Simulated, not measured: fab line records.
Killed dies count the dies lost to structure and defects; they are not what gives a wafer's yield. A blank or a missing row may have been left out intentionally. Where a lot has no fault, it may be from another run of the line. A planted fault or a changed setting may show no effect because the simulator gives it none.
fab line records    flow gf180mcu
[record] lots = 7  wafers = 21  last_day = 34
route steps=602 shown V1@336
lots untouched by any fault: they come from a run of this same line in which no faults occurred
start_h: the number of hours between the record's first day and the start of the first shown wafer of the lot    wait_h: hours elapsed since this lot's preceding step    " repeats the value in the row above    L1.1+2: a row that stands for several wafers    - either no value or no given start    * or withheld: withheld    < > ~ a bound
route shown NAME@n: NAME is a module with steps in the file, n the number in the route of the first one    usual: mean/standard deviation of fault-free wafers    same: alike in all rows    chamber/n: place in a boat    sites: readings site by site    _std_site: the standard deviation of these    _edge_site: mean of outer sites minus mean of inner sites    radius_mm: for every site, how far away it sits from the centre of the wafer    mask NAME#n: copy n    behind: the most recent tool/chamber to have shaped the wafer    hold: the reason the lot was held/the length of the hold in hours/how it ended    device: transistor that didn't switch, given as n, p or np    end of line: the same wafers' tests at the end of the route    step lacking rows: just its recipe    killed: the dies lost at the first sort to structure and to defects; this is not the yield of the wafer    map: a wafer's dies, marking killed ones x, the rest . and places with no die _
set.NAME: the setting that was run; set.NAME@STEP: the one run at that earlier step    model.NAME: the simulator's own value behind a step, which no gauge read
lots at selected steps of the route; one table per step, one row per wafer
services: a tool's chamber out of use, with start hour (start_h, from the record's first day; less than 0 if before it), hours out, and reason
[[steps]]
[step GF_V1_THK_MEAS_01]
[recipe] reads = SiO2_of_V1_CVD_00
[usual] V1_CVD_00_THK = 603/6
lot.wafer  tool           chamber  start_h  wait_h  V1_CVD_00_THK[nm]
L434.1     film_metro-03  -        395.48   0.0     604
L434.4     "              -        "        "       600
L434.6     "              -        "        "       602
L438.2     film_metro-02  -        426.75   0.0     611
L438.3     "              -        "        "       615
L438.4     "              -        "        "       617
L442.1     film_metro-03  -        458.68   0.0     598
L442.4     "              -        "        "       601
L442.6     "              -        "        "       607
L446.1     film_metro-02  -        489.94   0.0     605
L446.3     "              -        "        "       611
L446.4     "              -        "        "       606
L447.1     film_metro-03  -        498.16   0.0     606
L447.3     "              -        "        "       600
L447.5     "              -        "        "       603
L448.1     film_metro-01  -        516.84   0.0     603
L448.4     "              -        "        "       597
L448.5     "              -        "        "       600
L457.1     film_metro-02  -        581.20   0.0     606
L457.2     "              -        "        "       602
L457.3     "              -        "        "       604
[step GF_V1_CVD_02]
[recipe] material = SiO2  target_thk_nm = 850  precursor = TEOS  temp_c = 400  time_s = 94.851  rf_w = 600
[usual] heater_power_w = 609/82
[same] time_s = 94.851
lot.wafer  tool      chamber  start_h  wait_h  heater_power_w
L434.1     pecvd-03  2        395.54   0.1     621
L434.4     "         2        "        "       657
L434.6     "         1        "        "       801
L438.2     pecvd-03  0        426.80   0.0     620
L438.3     "         2        "        "       577
L438.4     "         1        "        "       754
L442.1     pecvd-04  2        458.74   0.1     580
L442.4     "         0        "        "       687
L442.6     "         2        "        "       614
L446.1     pecvd-02  1        490.00   0.1     645
L446.3     "         2        "        "       516
L446.4     "         2        "        "       540
L447.1     pecvd-04  0        498.22   0.1     634
L447.3     "         2        "        "       602
L447.5     "         2        "        "       641
L448.1     pecvd-04  2        516.90   0.1     619
L448.4     "         1        "        "       465
L448.5     "         0        "        "       639
L457.1     pecvd-02  0        581.26   0.1     622
L457.2     "         2        "        "       541
L457.3     "         1        "        "       637
[step GF_V1_THK_MEAS_03]
[recipe] reads = SiO2_of_V1_CVD_02
[usual] V1_CVD_02_THK = 849/9.5
lot.wafer  tool           chamber  start_h  wait_h  V1_CVD_02_THK[nm]
L434.1     film_metro-02  -        395.61   0.0     841
L434.4     "              -        "        "       848
L434.6     "              -        "        "       851
L438.2     film_metro-03  -        426.88   0.0     839
L438.3     "              -        "        "       834
L438.4     "              -        "        "       859
L442.1     film_metro-03  -        458.81   0.0     845
L442.4     "              -        "        "       841
L442.6     "              -        "        "       846
L446.1     film_metro-02  -        490.07   0.0     843
L446.3     "              -        "        "       832
L446.4     "              -        "        "       855
L447.1     film_metro-02  -        498.29   0.0     844
L447.3     "              -        "        "       851
L447.5     "              -        "        "       861
L448.1     film_metro-02  -        516.97   0.0     842
L448.4     "              -        "        "       853
L448.5     "              -        "        "       849
L457.1     film_metro-03  -        581.33   0.0     839
L457.2     "              -        "        "       829
L457.3     "              -        "        "       850
[step GF_V1_CMP_04]
[recipe] material = SiO2  down_force_psi = 4  platen_rpm = 60  pad_velocity_m_s = 0.94248
[usual] motor_current_A = 12.1/1.3  time_to_endpoint_s = 81/4.4
lot.wafer  tool    chamber  start_h  wait_h  motor_current_A  time_to_endpoint_s
L434.1     cmp-01  2        395.72   0.1     13.5             76
L434.4     "       3        "        "       13.3             83
L434.6     "       1        "        "       10.1             84
L438.4     cmp-02  3        426.93   0.0     11.1             85
L438.3     "       1        "        "       12.1             76
L438.2     "       2        "        "       12.4             78
L442.1     cmp-02  3        458.87   0.1     11.0             75
L442.4     "       2        "        "       11.9             78
L442.6     "       0        "        "       12.2             76
L446.3     cmp-01  0        490.41   0.3     12.4             74
L446.4     "       1        "        "       9.5              84
L446.1     "       2        "        "       13.1             77
L447.3     cmp-02  1        498.40   0.1     12.0             85
L447.1     "       2        "        "       11.3             78
L447.5     "       1        "        "       12.4             88
L448.1     cmp-01  1        517.08   0.1     9.6              81
L448.4     "       3        "        "       13.7             82
L448.5     "       0        "        "       13.1             83
L457.2     cmp-02  1        581.41   0.1     12.8             70
L457.3     "       3        "        "       11.0             79
L457.1     "       0        "        "       12.0             76
[step GF_V1_BOW_MEAS_05]
[recipe] mode = bow
[usual] V1_BOW = 84/7.7
lot.wafer  tool           chamber  start_h  wait_h  V1_BOW[um]
L434.1     film_metro-01  -        395.97   0.2     100
L434.4     "              -        "        "       95
L434.6     "              -        "        "       85
L438.2     film_metro-02  -        427.25   0.1     93
L438.3     "              -        "        "       81
L438.4     "              -        "        "       85
L442.1     film_metro-01  -        459.17   0.2     85
L442.4     "              -        "        "       92
L442.6     "              -        "        "       84
L446.1     film_metro-02  -        490.66   0.1     85
L446.3     "              -        "        "       88
L446.4     "              -        "        "       89
L447.1     film_metro-02  -        498.65   0.1     93
L447.3     "              -        "        "       92
L447.5     "              -        "        "       72
L448.1     film_metro-02  -        517.33   0.2     85
L448.4     "              -        "        "       87
L448.5     "              -        "        "       81
L457.1     film_metro-01  -        581.71   0.1     74
L457.2     "              -        "        "       79
L457.3     "              -        "        "       73
[step GF_V1_DEHYDRATE_06]
[recipe] temp_c = 200  time_s = 60
[step GF_V1_HMDS_07]
[recipe] prime_time_s = 60  prime_temp_c = 120
[step GF_V1_COAT_08]
[recipe] resist = BARC  temp_c = withheld  time_s = withheld  spin_rpm = withheld  resist_thk_nm = withheld
[step GF_V1_COAT_09]
[recipe] resist = KrF  spin_rpm = withheld  resist_thk_nm = 1000
[step GF_V1_SOFTBAKE_10]
[recipe] temp_c = 130  time_s = 58.15  resist = KrF
[step GF_V1_EXPOSE_11]
[recipe] mask_id = Via1  target_cd_nm = 260  na = 0.68  source_shape = conventional  sigma_outer = 0.6  dose_mj = 38
[step GF_V1_PEB_12]
[recipe] peb_temp_c = 135  peb_time_s = 90  resist = KrF
[step GF_V1_DEVELOP_13]
[recipe] develop_time_s = 60  resist = KrF  dev_temp_c = 21
[usual] chill_plate_temp_C = 23.04/0.099  develop_time_s = 60/0
lot.wafer  tool            chamber  start_h  wait_h  chill_plate_temp_C  develop_time_s  model.KrF_of_V1_COAT_09.thk_nm
L434.1     litho_track-02  0        420.08   0.2     23.07               60              987.9
L434.4     "               0        "        "       23.10               60              984.2
L434.6     "               0        "        "       23.12               60              984.3
L438.2     litho_track-02  0        451.36   0.2     22.98               60              982.6
L438.3     "               0        "        "       23.06               60              982
L438.4     "               0        "        "       23.23               60              981
L442.1     litho_track-02  0        483.23   0.2     23.20               60              983.5
L442.4     "               0        "        "       23.16               60              981.7
L442.6     "               0        "        "       23.14               60              984.4
L446.1     litho_track-02  -        514.23   0.2     -                   -               1001
L446.3     "               -        "        "       -                   -               1000
L446.4     "               -        "        "       -                   -               1003
L447.1     litho_track-03  -        521.07   0.2     -                   -               996.1
L447.3     "               -        "        "       -                   -               998.6
L447.5     "               -        "        "       -                   -               996.7
L448.1     litho_track-01  -        539.69   0.2     -                   -               996.4
L448.4     "               -        "        "       -                   -               998.5
L448.5     "               -        "        "       -                   -               997.4
L457.1     litho_track-03  0        602.67   0.2     23.04               60              987.1
L457.2     "               0        "        "       23.14               60              983.9
L457.3     "               0        "        "       22.97               60              983.9
[step GF_V1_CD_MEAS_14]
[recipe] target_cd_nm = 260
[usual] cd_nm = 260.2/1.3
lot.wafer  tool       chamber  start_h  wait_h  cd_nm
L434.1     cd_sem-01  -        420.23   0.1     260.7
L434.4     "          -        "        "       261.6
L434.6     "          -        "        "       262.0
L438.2     cd_sem-01  -        451.50   0.1     258.5
L438.3     "          -        "        "       259.8
L438.4     "          -        "        "       258.2
L442.1     cd_sem-02  -        483.49   0.2     260.5
L442.4     "          -        "        "       260.7
L442.6     "          -        "        "       261.4
L446.1     cd_sem-02  -        514.38   0.1     -
L446.3     "          -        "        "       -
L446.4     "          -        "        "       -
L447.1     cd_sem-02  -        521.22   0.1     -
L447.3     "          -        "        "       -
L447.5     "          -        "        "       -
L448.1     cd_sem-01  -        539.84   0.1     -
L448.4     "          -        "        "       -
L448.5     "          -        "        "       -
L457.1     cd_sem-02  -        602.82   0.1     261.2
L457.2     "          -        "        "       260.9
L457.3     "          -        "        "       261.1
[[services]]
tool      chamber  start_h  hours  kind
pecvd-02  -        372.57   6.7    repair
pecvd-03  -        387.14   3.0    repair
cmp-01    -        392.15   1.5    repair
pecvd-03  -        392.37   2.8    pm
pecvd-02  -        397.11   2.8    pm
pecvd-03  -        397.50   5.5    pm
cmp-02    -        404.00   4.0    pm
cmp-02    -        408.00   -      consumable_replace:conditioner
cmp-02    -        408.00   -      consumable_replace:pad
pecvd-02  0        410.53   5.7    repair
pecvd-04  2        421.16   20.1   repair
cmp-02    -        425.14   0.9    repair
cmp-02    -        434.27   5.2    pm
pecvd-03  -        437.43   26.5   repair
pecvd-03  2        460.36   7.9    repair
cmp-01    -        465.45   4.3    pm
cmp-02    -        487.46   3.1    repair
cmp-02    -        491.23   5.2    pm
cmp-02    -        522.20   1.8    repair
pecvd-03  0        541.35   6.3    repair
cmp-01    -        553.76   2.0    repair
cmp-01    -        572.00   4.0    pm
cmp-01    -        576.00   -      consumable_replace:conditioner
cmp-01    -        576.00   -      consumable_replace:pad
[[key]]
[first_sign] step = GF_V1_DEVELOP_13  reading = tool_record  direction = missing
effect none on later readings
[model_effect] step = GF_V1_DEVELOP_13  value = KrF_of_V1_COAT_09.thk_nm  without = 983.8  struck = 998.6
met_at GF_V1_DEVELOP_13
struck_wafers L446.1,L446.3,L446.4,L447.1,L447.3,L447.5,L448.1,L448.4,L448.5
later_rows_left_out L446.1,L446.3,L446.4,L447.1,L447.3,L447.5,L448.1,L448.4,L448.5
sort_left_out L446.1,L446.3,L446.4,L447.1,L447.3,L447.5,L448.1,L448.4,L448.5
onset_between 483.23 514.23
[fault] kind = skipped_step_whole  tool = litho_track-01,litho_track-02,litho_track-03  chamber = -  onset_h = 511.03  steps = GF_V1_DEVELOP_13  scope = struck_lots_only
// sort_left_out: the simulated sort isn't trusted on such a fault, so these wafers' sort isn't shown, and their yield isn't known
// later_rows_left_out: the simulator's readings of these wafers behind a module that went badly wrong aren't trusted and aren't shown, but for the sort
